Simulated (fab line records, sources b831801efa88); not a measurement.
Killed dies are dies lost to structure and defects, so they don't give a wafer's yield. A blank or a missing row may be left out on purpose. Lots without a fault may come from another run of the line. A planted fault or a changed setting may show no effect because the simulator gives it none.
A struck lot beside a sound one | flow sky130 | 13 steps out of a route of 708
Sound: wafers L742.2, L742.3, L742.4. Struck: wafers L750.1, L750.2, L750.5. The cause comes at the end.
At each step with rows: each side's tool, then ch and its chambers, then its first start. Under that, the readings that differ: sound wafers | struck wafers | difference of the means | sigmas: that difference in standard deviations of wafers without a fault.
alike: readings whose means differ by less than 2 such deviations, and words and numbers that are the same on both sides. not compared: withheld readings, readings that some wafer has no value for, bounds like >300 that may hide the same value, and numbers for which the record gives no deviation and whose values overlap.
The two part at a step that has a row with sigmas, a row that says differs or no value, or rows on one side only. Numbers that don't overlap but have no deviation are shown without sigmas and don't part them. A reading that every wafer of one side lacks parts them only if that side has two wafers or more.

SKY_VIA3_CD_MEAS_12: target cd 200 nm.
  sound on cd_sem-01, day 41 13:52; struck on cd_sem-01, day 43 17:30
  alike: cd_nm
SKY_VIA3_OVL_MEAS_13:
  sound on overlay-01, day 41 13:59; struck on overlay-01, day 43 17:37
  alike: VIA3_OVL
SKY_VIA3_ETCH_14: etches BARC in N2/H2, stops on SiO2, time 45.9 s, target depth 60 nm.
  sound on rie_diel-01 ch 1,2, day 41 14:01; struck on rie_diel-01 ch 2,3, day 43 17:40
  alike: drypump_motor_current_A, oes_product_au, throttle_valve_pct
  not compared: rf_hours_counter_h
SKY_VIA3_ETCH_15: etches SiO2 in C4F8/O2/Ar, stops on TiN, target depth 507 nm, time 78 s.
  sound on rie_diel-01 ch 1,2, day 41 14:03; struck on rie_diel-01 ch 2,3, day 43 17:42
  alike: oes_product_au
  not compared: rf_hours_counter_h
SKY_VIA3_STRIP_16: strips in O2/N2.
  sound on plasma_asher-03 ch 0,1, day 41 14:07; struck on plasma_asher-02 ch 0,1, day 43 17:46
  reading                     | sound       | struck      | difference | sigmas
  drypump_motor_current_A (A) | 4.8 4.8 5.5 | 6.2 6.0 6.1 | +1.1       | +2
  alike: oes_product_au, strip_time_to_endpoint_s
  not compared: rf_hours_counter_h
then, 3 steps without rows for these wafers: SKY_VIA3_STRIP_17 (strips in post etch residue remover, time 1200 s); SKY_VIA3_CLEAN_18 (cleans in IPA, time 180 s); SKY_VIA3_CLEAN_19 (cleans in O3/DIW).
SKY_VIA3_SPUTTER_20: material TiN, target thk 20 nm, time 80 s.
  sound on pvd_sputter-01, day 41 14:44; struck on pvd_sputter-03, day 43 18:21
  alike: chamber_pressure_pa, throttle_valve_pct
SKY_VIA3_CVD_21: deposits W, target thk 390 nm, time 117.31 s.
  sound on cvd_w-02 ch 0,1, day 41 14:47; struck on cvd_w-01 ch 0,1, day 43 18:25
  alike: chamber_pressure_Torr, heater_power_w
SKY_VIA3_RS_MEAS_22: measures by four-point-probe.
  sound on film_metro-04, day 41 14:56; struck on film_metro-04, day 43 18:32
  alike: VIA3_W_RS
SKY_VIA3_THK_MEAS_23: measures by xrf.
  sound on film_metro-04, day 41 15:03; struck on film_metro-04, day 43 18:39
  alike: VIA3_W_THK
SKY_VIA3_CMP_24: polishes, stops on SiO2, t overpolish 20 s, target thk 0 nm.
  sound on cmp-02 ch 0,2,3, day 41 15:06; struck on cmp-02 ch 0,2,3, day 43 18:43
  reading                | sound                | struck            | difference | sigmas
  overpolish_run_s (s)   | 19.992 20.010 19.998 | 0.039 0.031 0.036 | -19.965    | -99 or more
  time_to_endpoint_s (s) | 100 91 89            | 150 147 150       | +56        | +14
  alike: motor_current_A

WHERE THEY PART
First at SKY_VIA3_STRIP_16; last, within this record, at SKY_VIA3_CMP_24.

WHY: what the simulator had put in
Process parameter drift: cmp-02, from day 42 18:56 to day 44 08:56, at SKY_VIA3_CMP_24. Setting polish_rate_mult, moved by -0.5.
